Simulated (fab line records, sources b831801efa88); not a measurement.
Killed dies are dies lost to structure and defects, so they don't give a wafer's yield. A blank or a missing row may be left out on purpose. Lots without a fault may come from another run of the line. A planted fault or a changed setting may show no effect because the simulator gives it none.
fab line records | flow sky130
record lots=24 wafers=72 last_day=50
route steps=708 shown VT_ADJUST_HVTR@139 LDD_HVN@276 VIA1@472 METAL2@502 CAPM@537 VIA3@586
lots that met no fault: from a run of the same line without faults
start_h: hours from the record's first day to the start of the lot's first wafer shown | wait_h: hours since the lot's step before | " the same as in the row above | L1.1+2: a row that stands for several wafers | - no value, or no start given | * or withheld: withheld | < > ~ a bound
route shown NAME@n: a module of which the file shows steps, and the number in the route of the first | usual: mean/standard deviation of fault-free wafers | same: alike in all rows | chamber/n: place in a boat | sites: the reading at each site | _std_site: their standard deviation | _edge_site: outer sites' mean less inner sites' | radius_mm: how far each site lies from the wafer's centre | mask NAME#n: copy n | behind: the tool/chamber that last shaped the wafer | hold: why the lot was held/for how many hours/how that ended | device: the transistor (n, p or np) that didn't switch | end of line: the same wafers' tests at the end of the route | a step without rows: its recipe alone | killed: dies lost to structure and defects at the first sort, not the wafer's yield | map: a wafer's dies, x killed, . not, _ none there
set.NAME: the setting as run; set.NAME@STEP: as run at that earlier step | model.NAME: the simulator's own value behind a step, which no gauge read
steps of the route over a sample of lots; a table a step, a row a wafer
services: from which hour (start_h, from the record's first day; less than 0 if before it) a tool's chamber was out of use, for how many hours, and why
## steps
# step SKY_VT_ADJUST_HVTR_OVL_MEAS_08
# usual VT_ADJUST_HVTR_OVL=-0.9/1.3
# columns lot.wafer tool chamber start_h wait_h VT_ADJUST_HVTR_OVL[nm]
L074.4 overlay-02 - 202.79 0.1 -0.5
L074.5 " - " " -1.3
L074.6 " - " " -2.6
L075.4 overlay-02 - 211.47 0.1 -3.2
L075.5 " - " " -0.9
L075.6 " - " " -1.2
L076.3 overlay-02 - 220.58 0.1 -2.3
L076.4 " - " " -1.4
L076.6 " - " " -2.5
L077.1 overlay-02 - 225.11 0.1 -1.2
L077.2 " - " " -0.4
L077.3 " - " " -1.5
L078.1 overlay-02 - 229.40 0.1 -2.3
L078.2 " - " " -3.0
L078.4 " - " " -2.4
L079.2 overlay-02 - 240.08 0.1 0.7
L079.3 " - " " -2.3
L079.6 " - " " -1.2
L080.3 overlay-02 - 243.08 0.1 -2.2
L080.4 " - " " -2.9
L080.5 " - " " -0.6
L081.1 overlay-01 - 255.16 0.1 1.4
L081.2 " - " " 0.2
L081.6 " - " " 0.5
L082.1 overlay-02 - 262.86 0.1 -1.1
L082.3 " - " " -0.9
L082.6 " - " " 0.8
L083.2 overlay-02 - 266.06 0.1 -0.4
L083.3 " - " " 0.3
L083.6 " - " " 0.5
L084.1 overlay-02 - 268.37 0.1 -1.0
L084.3 " - " " -1.0
L084.6 " - " " -1.5
L085.1 overlay-02 - 282.67 0.1 -0.6
L085.2 " - " " -2.3
L085.6 " - " " -0.6
L086.1 overlay-02 - 286.55 0.1 -2.2
L086.3 " - " " -1.1
L086.5 " - " " -0.5
L087.3 overlay-01 - 297.47 0.1 1.1
L087.5 " - " " -0.8
L087.6 " - " " 0.4
L088.1 overlay-01 - 305.56 0.1 0.1
L088.2 " - " " -1.0
L088.3 " - " " 0.0
L089.2 overlay-02 - 311.36 0.1 -1.3
L089.4 " - " " -1.6
L089.6 " - " " -2.7
L090.1 overlay-01 - 326.37 0.1 1.5
L090.5 " - " " 0.2
L090.6 " - " " 0.3
L091.1 overlay-02 - 333.76 0.1 -0.8
L091.2 " - " " -1.6
L091.5 " - " " 0.6
L092.1 overlay-02 - 343.75 0.1 0.3
L092.3 " - " " -0.3
L092.4 " - " " -2.1
L093.1 overlay-01 - 344.06 0.1 0.0
L093.4 " - " " -3.2
L093.5 " - " " -0.7
L094.1 overlay-02 - 345.02 0.1 -0.9
L094.4 " - " " 1.6
L094.6 " - " " -0.3
L095.1 overlay-02 - 373.91 0.1 -3.0
L095.4 " - " " -1.8
L095.5 " - " " -2.9
L097.1 overlay-02 - 378.05 0.1 0.2
L097.3 " - " " -1.4
L097.5 " - " " -0.4
L096.3 overlay-01 - 383.08 0.1 -2.9
L096.4 " - " " -3.0
L096.5 " - " " -3.0
# step SKY_LDD_HVN_STRIP_09
# recipe chemistry=O2/N2 power_w=1400 pressure_mtorr=1500 platen_temp_c=withheld o2_flow_sccm=3000 n2_flow_sccm=300 overash_fraction=0.5
# usual drypump_motor_current_A=5.9/0.52 oes_product_au=0.408/0.004 strip_time_to_endpoint_s=4.141/0.015
# columns lot.wafer tool chamber start_h wait_h drypump_motor_current_A oes_product_au rf_hours_counter_h strip_time_to_endpoint_s
L074.4 plasma_asher-03 1 472.45 0.1 6.5 0.403 - 4.143
L074.5 " 1 " " 6.5 0.408 - 4.151
L074.6 " 0 " " 5.5 0.403 - 4.137
L075.4 plasma_asher-02 1 473.70 0.1 6.5 0.409 - 4.152
L075.5 " 0 " " 5.4 0.412 - 4.134
L075.6 " 1 " " 6.4 0.401 - 4.142
L076.3 plasma_asher-02 0 485.87 0.1 5.4 0.414 - 4.126
L076.4 " 1 " " 6.4 0.405 - 4.127
L076.6 " 0 " " 5.4 0.411 - 4.136
L077.1 plasma_asher-04 1 487.20 0.1 5.2 0.412 6 4.131
L077.2 " 0 " " 6.2 0.402 6 4.140
L077.3 " 1 " " 5.1 0.407 - 4.139
L078.1 plasma_asher-04 1 492.02 0.1 5.1 0.410 7 4.152
L078.2 " 0 " " 6.2 0.406 7 4.150
L078.4 " 0 " " 6.2 0.406 - 4.149
L079.2 plasma_asher-04 0 509.34 0.1 6.2 0.410 8 4.153
L079.3 " 0 " " 6.1 0.406 - 4.146
L079.6 " 1 " " 5.2 0.404 - 4.133
L080.3 plasma_asher-04 1 515.25 0.1 5.2 0.411 - 4.152
L080.4 " 0 " " 6.2 0.403 - 4.160
L080.5 " 1 " " 5.1 0.401 - 4.153
L081.1 plasma_asher-03 0 527.19 0.1 5.5 0.409 61 4.155
L081.2 " 1 " " 6.5 0.407 61 4.155
L081.6 " 1 " " 6.5 0.402 - 4.148
L082.1 plasma_asher-03 0 539.10 0.1 5.5 0.407 62 4.153
L082.3 " 0 " " 5.5 0.407 - 4.146
L082.6 " 1 " " 6.4 0.410 - 4.130
L083.2 plasma_asher-03 1 542.04 0.1 6.5 0.410 62 4.146
L083.3 " 1 " " 6.5 0.408 - 4.165
L083.6 " 0 " " 5.6 0.411 - 4.149
L084.1 plasma_asher-02 0 545.12 0.1 5.4 0.408 85 4.132
L084.3 " 0 " " 5.4 0.407 - 4.111
L084.6 " 1 " " 6.5 0.414 - 4.129
L085.1 plasma_asher-02 1 554.69 0.1 6.4 0.421 86 4.119
L085.2 " 0 " " 5.5 0.412 86 4.132
L085.6 " 1 " " 6.4 0.401 - 4.133
L086.1 plasma_asher-03 1 560.62 0.1 6.5 0.406 65 4.151
L086.3 " 0 " " 5.5 0.403 - 4.148
L086.5 " 0 " " 5.5 0.409 - 4.131
L087.3 plasma_asher-03 0 576.44 0.1 5.5 0.409 - 4.154
L087.5 " 1 " " 6.5 0.411 - 4.171
L087.6 " 0 " " 5.5 0.409 - 4.156
L088.1 plasma_asher-02 0 590.14 0.1 5.4 0.409 89 4.138
L088.2 " 1 " " 6.4 0.401 89 4.158
L088.3 " 1 " " 6.4 0.409 - 4.148
L089.2 plasma_asher-04 1 595.84 0.1 5.2 0.411 16 4.156
L089.4 " 0 " " 6.2 0.401 - 4.175
L089.6 " 0 " " 6.2 0.401 - 4.152
L090.1 plasma_asher-04 1 619.15 0.1 5.1 0.407 18 4.144
L090.5 " 1 " " 5.1 0.414 - 4.151
L090.6 " 0 " " 6.2 0.409 - 4.146
L091.1 plasma_asher-02 1 622.32 0.1 6.4 0.414 92 4.139
L091.2 " 0 " " 5.4 0.410 92 4.157
L091.5 " 1 " " 6.4 0.413 - 4.172
L093.1 plasma_asher-03 1 626.60 0.1 6.5 0.409 72 4.112
L093.4 " 1 " " 6.5 0.401 - 4.141
L093.5 " 1 " " 6.5 0.410 - 4.117
L092.1 plasma_asher-03 1 627.09 0.1 6.5 0.412 72 4.126
L092.3 " 1 " " 6.5 0.403 - 4.120
L092.4 " 0 " " 5.5 0.408 - 4.122
L094.1 plasma_asher-04 1 628.43 0.1 5.1 0.411 20 4.130
L094.4 " 1 " " 5.1 0.407 - 4.147
L094.6 " 0 " " 6.1 0.408 - 4.124
L095.1 plasma_asher-03 1 662.04 0.1 6.5 0.408 75 4.169
L095.4 " 1 " " 6.5 0.403 - 4.125
L095.5 " 0 " " 5.5 0.410 - 4.149
L097.1 plasma_asher-02 1 662.57 0.1 6.5 0.413 97 4.120
L097.3 " 0 " " 5.4 0.412 - 4.118
L097.5 " 1 " " 6.5 0.400 - 4.125
L096.3 plasma_asher-02 0 675.20 0.1 5.4 0.411 - 4.141
L096.4 " 1 " " 6.5 0.410 - 4.137
L096.5 " 1 " " 6.5 0.409 - 4.144
# step SKY_VIA1_ETCH_14
# recipe chemistry=N2/H2 target=BARC ion_energy_ev=200 source_w=500 bias_w=100 pressure_mtorr=30 n2_flow_sccm=100 h2_flow_sccm=200 stop_on=SiO2 time_s=45.9 target_depth_a=600
# usual drypump_motor_current_A=5.9/0.38 oes_product_au=0.854/0.0049 throttle_valve_pct=13.224/0.009
# columns lot.wafer tool chamber start_h wait_h drypump_motor_current_A oes_product_au rf_hours_counter_h throttle_valve_pct
L074.4 rie_diel-04 2 798.49 0.0 5.7 0.857 3 13.230
L074.5 " 3 " " 5.6 0.863 - 13.241
L074.6 " 2 " " 5.7 0.852 - 13.212
L075.4 rie_diel-02 1 801.78 0.0 5.7 0.853 1 13.220
L075.5 " 1 " " 5.8 0.851 - 13.224
L075.6 " 2 " " 6.1 0.854 - 13.232
L076.3 rie_diel-02 0 803.44 0.0 6.2 0.855 17 13.215
L076.4 " 3 " " 6.5 0.849 2 13.231
L076.6 " 2 " " 6.2 0.861 - 13.225
L077.1 rie_diel-04 1 816.91 0.0 6.4 0.850 7 13.215
L077.2 " 2 " " 5.7 0.855 3 13.211
L077.3 " 3 " " 5.6 0.857 1 13.233
L078.1 rie_diel-02 1 818.93 0.0 5.7 0.855 2 13.224
L078.2 " 0 " " 6.2 0.852 17 13.227
L078.4 " 2 " " 6.1 0.856 10 13.223
L079.2 rie_diel-04 1 824.76 0.0 6.5 0.851 7 13.239
L079.3 " 0 " " 6.1 0.853 8 13.211
L079.6 " 3 " " 5.5 0.856 - 13.234
L080.3 rie_diel-04 1 830.59 0.0 6.4 0.856 7 13.230
L080.4 " 3 " " 5.6 0.855 2 13.224
L080.5 " 2 " " 5.8 0.850 - 13.239
L081.1 rie_diel-03 3 837.44 0.0 5.8 0.841 10 13.228
L081.2 " 0 " " 5.8 0.851 28 13.226
L081.6 " 0 " " 5.8 0.841 - 13.233
L082.1 rie_diel-04 3 851.09 0.0 5.6 0.852 2 13.233
L082.3 " 1 " " 6.5 0.843 8 13.231
L082.6 " 3 " " 5.6 0.849 - 13.222
L083.2 rie_diel-02 1 854.79 0.0 5.7 0.849 3 13.223
L083.3 " 0 " " 6.2 0.852 18 13.221
L083.6 " 0 " " 6.2 0.859 - 13.212
L084.1 rie_diel-04 1 856.69 0.0 6.5 0.854 8 13.210
L084.3 " 0 " " 6.2 0.859 9 13.225
L084.6 " 2 " " 5.8 0.848 - 13.220
L085.1 rie_diel-02 2 871.61 0.0 6.0 0.856 11 13.229
L085.2 " 3 " " 6.5 0.848 4 13.220
L085.6 " 1 " " 5.7 0.861 - 13.224
L086.1 rie_diel-02 1 876.36 0.0 5.8 0.864 3 13.229
L086.3 " 0 " " 6.2 0.858 18 13.221
L086.5 " 1 " " 5.7 0.857 - 13.232
L087.3 rie_diel-04 3 883.88 0.0 5.6 0.851 3 13.231
L087.5 " 3 " " 5.6 0.847 - 13.212
L087.6 " 0 " " 6.1 0.856 - 13.215
L088.1 rie_diel-02 1 901.76 0.0 5.7 0.852 4 13.246
L088.2 " 3 " " 6.5 0.861 4 13.228
L088.3 " 2 " " 6.2 0.855 12 13.227
L089.2 rie_diel-02 1 906.59 0.0 5.7 0.858 4 13.231
L089.4 " 0 " " 6.1 0.852 19 13.219
L089.6 " 2 " " 6.0 0.858 - 13.235
L090.1 rie_diel-02 2 919.18 0.0 6.1 0.857 12 13.231
L090.5 " 1 " " 5.7 0.856 - 13.227
L090.6 " 0 " " 6.2 0.851 - 13.233
L091.1 rie_diel-03 0 926.74 0.0 5.8 0.858 1 13.228
L091.2 " 2 " " 5.1 0.855 6 13.212
L091.5 " 3 " " 5.9 0.862 - 13.247
L093.1 rie_diel-03 3 930.66 0.0 5.8 0.855 13 13.225
L093.4 " 0 " " 5.8 0.851 1 13.226
L093.5 " 2 " " 5.0 0.859 - 13.227
L092.1 rie_diel-02 3 931.29 0.0 6.5 0.861 5 13.235
L092.3 " 1 " " 5.8 0.846 5 13.216
L092.4 " 0 " " 6.2 0.850 20 13.230
L094.1 rie_diel-03 0 933.88 0.0 5.8 0.863 1 13.210
L094.4 " 3 " " 5.8 0.868 14 13.211
L094.6 " 0 " " 5.8 0.851 - 13.232
L095.1 rie_diel-03 1 960.84 0.0 5.3 0.846 19 13.226
L095.4 " 0 " " 5.8 0.852 2 13.220
L095.5 " 0 " " 5.8 0.852 - 13.218
L097.1 rie_diel-02 2 961.39 0.0 6.1 0.849 13 13.219
L097.3 " 1 " " 5.8 0.850 6 13.220
L097.5 " 2 " " 6.1 0.850 - 13.224
L096.3 rie_diel-02 2 968.33 0.0 6.1 0.858 13 13.231
L096.4 " 0 " " 6.1 0.856 21 13.226
L096.5 " 1 " " 5.7 0.847 - 13.234
# step SKY_METAL2_METAL_ETCH_19
# recipe target_depth_a=3600 stop_on=SiO2 over_etch_frac=0.3 time_s=78 chemistry=Cl2/BCl3 resist_sidewall_deg=88 pressure_mtorr=10 icp_w=900 bias_w=48.5 Cl2_flow_sccm=60 bcl3_flow_sccm=30
# usual drypump_motor_current_A=5.8/0.45 oes_product_au=0.850/0.0093 throttle_valve_pct=22.265/0.0094
# columns lot.wafer tool chamber start_h wait_h drypump_motor_current_A oes_product_au rf_hours_counter_h throttle_valve_pct
L074.4 rie_metal-01 0 826.18 0.1 5.4 0.854 - 22.244
L074.5 " 0 " " 5.4 0.845 - 22.271
L074.6 " 1 " " 5.3 0.852 - 22.275
L075.4 rie_metal-04 1 829.84 0.1 6.0 0.830 - 22.264
L075.5 " 1 " " 6.0 0.841 - 22.269
L075.6 " 1 " " 6.0 0.850 - 22.263
L076.3 rie_metal-03 1 831.43 0.1 6.4 0.875 - 22.265
L076.4 " 0 " " 5.4 0.870 - 22.268
L076.6 " 0 " " 5.4 0.844 - 22.259
L077.1 rie_metal-03 1 843.79 0.0 6.4 0.868 9 22.273
L077.2 " 0 " " 5.5 0.867 13 22.276
L077.3 " 0 " " 5.5 0.865 - 22.265
L078.1 rie_metal-01 0 846.60 0.0 5.4 0.841 14 22.271
L078.2 " 1 " " 5.3 0.848 8 22.242
L078.4 " 1 " " 5.3 0.842 - 22.280
L079.2 rie_metal-04 0 852.81 0.1 6.3 0.837 - 22.260
L079.3 " 0 " " 6.3 0.840 - 22.251
L079.6 " 0 " " 6.3 0.845 - 22.265
L080.3 rie_metal-01 0 858.40 0.1 5.4 0.865 - 22.271
L080.4 " 1 " " 5.3 0.874 - 22.257
L080.5 " 1 " " 5.3 0.843 - 22.266
L081.1 rie_metal-04 0 864.98 0.1 6.3 0.870 8 22.267
L081.2 " 0 " " 6.3 0.865 - 22.261
L081.6 " 0 " " 6.3 0.866 - 22.258
L082.1 rie_metal-04 0 878.67 0.0 6.3 0.850 8 22.287
L082.3 " 0 " " 6.3 0.843 - 22.272
L082.6 " 1 " " 6.0 0.841 - 22.272
L083.2 rie_metal-01 0 882.35 0.0 5.4 0.845 15 22.247
L083.3 " 1 " " 5.3 0.844 - 22.256
L083.6 " 1 " " 5.3 0.852 - 22.263
L084.1 rie_metal-04 0 884.59 0.0 6.3 0.844 9 22.252
L084.3 " 0 " " 6.4 0.838 - 22.258
L084.6 " 1 " " 6.0 0.848 - 22.255
L085.1 rie_metal-04 0 898.17 0.0 6.3 0.850 10 22.279
L085.2 " 1 " " 6.0 0.849 1 22.270
L085.6 " 1 " " 6.0 0.846 - 22.258
L086.1 rie_metal-01 1 903.39 0.0 5.3 0.868 10 22.262
L086.3 " 0 " " 5.4 0.841 - 22.258
L086.5 " 0 " " 5.4 0.847 - 22.275
L087.3 rie_metal-03 1 910.60 0.1 6.3 0.845 - 22.260
L087.5 " 0 " " 5.5 0.848 - 22.266
L087.6 " 1 " " 6.3 0.846 - 22.277
L088.1 rie_metal-01 1 928.22 0.1 5.3 0.847 12 22.274
L088.2 " 1 " " 5.3 0.843 - 22.281
L088.3 " 1 " " 5.3 0.849 - 22.272
L089.2 rie_metal-01 1 932.74 0.0 5.3 0.846 12 22.268
L089.4 " 1 " " 5.3 0.847 - 22.270
L089.6 " 1 " " 5.3 0.847 - 22.258
L090.1 rie_metal-03 0 945.24 0.0 5.5 0.846 18 22.274
L090.5 " 1 " " 6.3 0.850 - 22.283
L090.6 " 0 " " 5.5 0.847 - 22.253
L091.1 rie_metal-03 0 953.62 0.0 5.5 0.874 18 22.269
L091.2 " 1 " " 6.3 0.863 13 22.271
L091.5 " 0 " " 5.4 0.862 - 22.260
L093.1 rie_metal-01 0 956.77 0.0 5.5 0.852 1 22.256
L093.4 " 1 " " 5.3 0.850 - 22.272
L093.5 " 0 " " 5.4 0.849 - 22.250
L092.1 rie_metal-03 1 957.12 0.0 6.4 0.842 14 22.268
L092.3 " 1 " " 6.4 0.839 - 22.267
L092.4 " 0 " " 5.4 0.846 - 22.267
L094.1 rie_metal-01 1 960.30 0.0 5.3 0.850 15 22.253
L094.4 " 1 " " 5.3 0.841 - 22.259
L094.6 " 1 " " 5.3 0.851 - 22.259
L095.1 rie_metal-04 0 986.36 0.0 6.3 0.860 13 22.258
L095.4 " 1 " " 6.0 0.861 - 22.270
L095.5 " 1 " " 6.0 0.858 - 22.276
L097.1 rie_metal-01 0 986.85 0.0 5.5 0.864 3 22.257
L097.3 " 1 " " 5.3 0.844 - 22.253
L097.5 " 1 " " 5.3 0.865 - 22.240
L096.3 rie_metal-03 0 993.85 0.1 5.5 0.845 - 22.256
L096.4 " 1 " " 6.3 0.835 - 22.271
L096.5 " 0 " " 5.4 0.837 - 22.256
# step SKY_CAPM_CVD_00
# recipe material=SiO2 target_thk_nm=15.5 temp_c=400 time_s=withheld rf_w=450
# usual heater_power_outer_w=430/74 heater_power_w=732/120
# columns lot.wafer tool chamber start_h wait_h heater_power_outer_w heater_power_w
L074.4 pecvd-03 1 855.23 0.0 355 595
L074.5 " 0 " " 397 746
L074.6 " 2 " " 416 723
L075.4 pecvd-01 1 857.67 0.0 408 693
L075.5 " 0 " " 554 848
L075.6 " 2 " " 467 797
L076.3 pecvd-03 0 860.19 0.0 498 883
L076.4 " 2 " " 377 697
L076.6 " 0 " " 511 902
L077.1 pecvd-02 2 871.24 0.0 335 584
L077.2 " 1 " " 431 780
L077.3 " 0 " " 260 503
L078.1 pecvd-03 1 874.94 0.0 337 573
L078.2 " 2 " " 472 793
L078.4 " 0 " " 430 789
L079.2 pecvd-01 2 880.64 0.0 446 778
L079.3 " 1 " " 370 654
L079.6 " 2 " " 440 763
L080.3 pecvd-03 1 886.71 0.0 285 481
L080.4 " 2 " " 499 814
L080.5 " 1 " " 283 508
L081.1 pecvd-02 0 892.70 0.0 327 613
L081.2 " 1 " " 519 882
L081.6 " 0 " " 317 584
L082.1 pecvd-01 0 906.10 0.0 524 816
L082.3 " 1 " " 383 671
L082.6 " 1 " " 396 671
L083.2 pecvd-03 0 910.41 0.0 491 869
L083.3 " 1 " " 318 534
L083.6 " 0 " " 507 868
L084.1 pecvd-02 2 912.61 0.0 400 656
L084.3 " 0 " " 292 545
L084.6 " 0 " " 290 546
L085.1 pecvd-01 0 926.00 0.0 528 800
L085.2 " 2 " " 489 829
L085.6 " 2 " " 477 817
L086.1 pecvd-01 0 931.00 0.0 568 849
L086.3 " 1 " " 399 677
L086.5 " 2 " " 507 865
L087.3 pecvd-01 2 938.04 0.0 448 769
L087.5 " 0 " " 436 696
L087.6 " 2 " " 448 786
L088.1 pecvd-03 1 956.30 0.0 334 564
L088.2 " 2 " " 497 831
L088.3 " 0 " " 411 795
L089.2 pecvd-02 2 959.62 0.0 399 641
L089.4 " 2 " " 388 634
L089.6 " 1 " " 539 924
L090.1 pecvd-02 2 971.80 0.0 341 569
L090.5 " 1 " " 522 923
L090.6 " 0 " " 299 571
L091.1 pecvd-03 0 981.50 0.0 488 887
L091.2 " 1 " " 361 597
L091.5 " 2 " " 498 812
L093.1 pecvd-03 0 983.48 0.0 382 767
L093.4 " 1 " " 354 590
L093.5 " 2 " " 423 714
L092.1 pecvd-01 0 984.41 0.0 488 765
L092.3 " 2 " " 492 817
L092.4 " 0 " " 497 750
L094.1 pecvd-03 0 987.97 0.0 475 850
L094.4 " 2 " " 434 728
L094.6 " 1 " " 276 491
L095.1 pecvd-01 2 1013.01 0.0 492 824
L095.4 " 2 " " 491 827
L095.5 " 0 " " 502 769
L097.1 pecvd-03 0 1013.79 0.0 461 825
L097.3 " 2 " " 463 769
L097.5 " 2 " " 469 760
L096.3 pecvd-03 0 1019.37 0.0 501 887
L096.4 " 2 " " 513 803
L096.5 " 0 " " 502 896
# step SKY_VIA3_OVL_MEAS_13
# usual VIA3_OVL=-1/6.4
# columns lot.wafer tool chamber start_h wait_h VIA3_OVL[nm]
L074.4 overlay-02 - 933.29 0.1 4
L074.5 " - " " 5
L074.6 " - " " 5
L075.4 overlay-01 - 935.31 0.1 -11
L075.5 " - " " -14
L075.6 " - " " -12
L076.3 overlay-01 - 938.88 0.1 -4
L076.4 " - " " -9
L076.6 " - " " -4
L077.1 overlay-02 - 947.16 0.1 1
L077.2 " - " " 5
L077.3 " - " " 0
L078.1 overlay-01 - 952.96 0.1 -5
L078.2 " - " " -10
L078.4 " - " " -8
L079.2 overlay-02 - 958.18 0.1 -2
L079.3 " - " " -8
L079.6 " - " " 5
L080.3 overlay-01 - 963.05 0.1 -1
L080.4 " - " " 0
L080.5 " - " " 6
L081.1 overlay-01 - 968.06 0.1 -6
L081.2 " - " " -1
L081.6 " - " " -6
L082.1 overlay-01 - 981.59 0.1 -4
L082.3 " - " " 1
L082.6 " - " " -2
L083.2 overlay-01 - 985.99 0.1 8
L083.3 " - " " 0
L083.6 " - " " 12
L084.1 overlay-02 - 988.07 0.1 -3
L084.3 " - " " -2
L084.6 " - " " -6
L085.1 overlay-01 - 998.56 0.1 10
L085.2 " - " " 2
L085.6 " - " " 2
L086.1 overlay-01 - 1010.29 0.1 8
L086.3 " - " " 4
L086.5 " - " " 12
L087.3 overlay-02 - 1012.69 0.1 -6
L087.5 " - " " -7
L087.6 " - " " -1
L088.1 overlay-02 - 1029.11 0.1 -7
L088.2 " - " " -16
L088.3 " - " " -13
L089.2 overlay-02 - 1032.21 0.1 0
L089.4 " - " " 0
L089.6 " - " " 5
L090.1 overlay-02 - 1042.54 0.1 5
L090.5 " - " " 4
L090.6 " - " " 4
L091.1 overlay-01 - 1052.39 0.1 -1
L091.2 " - " " 1
L091.5 " - " " 2
L093.1 overlay-01 - 1054.64 0.1 2
L093.4 " - " " 3
L093.5 " - " " 7
L092.1 overlay-01 - 1055.39 0.1 -4
L092.3 " - " " 4
L092.4 " - " " 3
L094.1 overlay-02 - 1059.12 0.1 -15
L094.4 " - " " -10
L094.6 " - " " -12
L095.1 overlay-02 - 1081.34 0.1 4
L095.4 " - " " 2
L095.5 " - " " -10
L097.1 overlay-01 - 1082.94 0.1 7
L097.3 " - " " 4
L097.5 " - " " 3
L096.3 overlay-01 - 1086.93 0.1 1
L096.4 " - " " 0
L096.5 " - " " 0
## services
# columns tool chamber start_h hours kind
rie_diel-02 1 450.52 8.4 repair
rie_diel-02 2 454.11 8.0 repair
rie_diel-02 3 475.52 7.0 repair
pecvd-03 - 510.32 1.1 repair
pecvd-03 - 565.06 6.0 pm
rie_metal-01 0 602.17 1.0 repair
pecvd-03 1 643.24 4.6 repair
rie_diel-02 0 659.66 2.0 repair
rie_diel-02 0 663.23 6.7 repair
rie_diel-02 1 703.15 9.9 repair
rie_diel-02 2 731.39 5.1 repair
rie_diel-02 - 742.38 14.6 pm
pecvd-03 - 745.23 0.6 repair
rie_diel-02 0 778.90 19.2 repair
rie_diel-02 3 780.67 1.9 repair
rie_diel-02 0 819.24 5.9 repair
pecvd-03 - 826.76 2.8 pm
rie_diel-02 3 834.32 6.1 repair
rie_diel-02 - 835.68 2.8 pm
rie_diel-02 3 846.09 6.1 repair
rie_diel-02 2 879.58 3.8 repair
pecvd-03 - 922.78 1.8 repair
rie_diel-02 2 933.70 23.4 repair
rie_diel-02 1 989.71 32.2 repair
## key
fault none
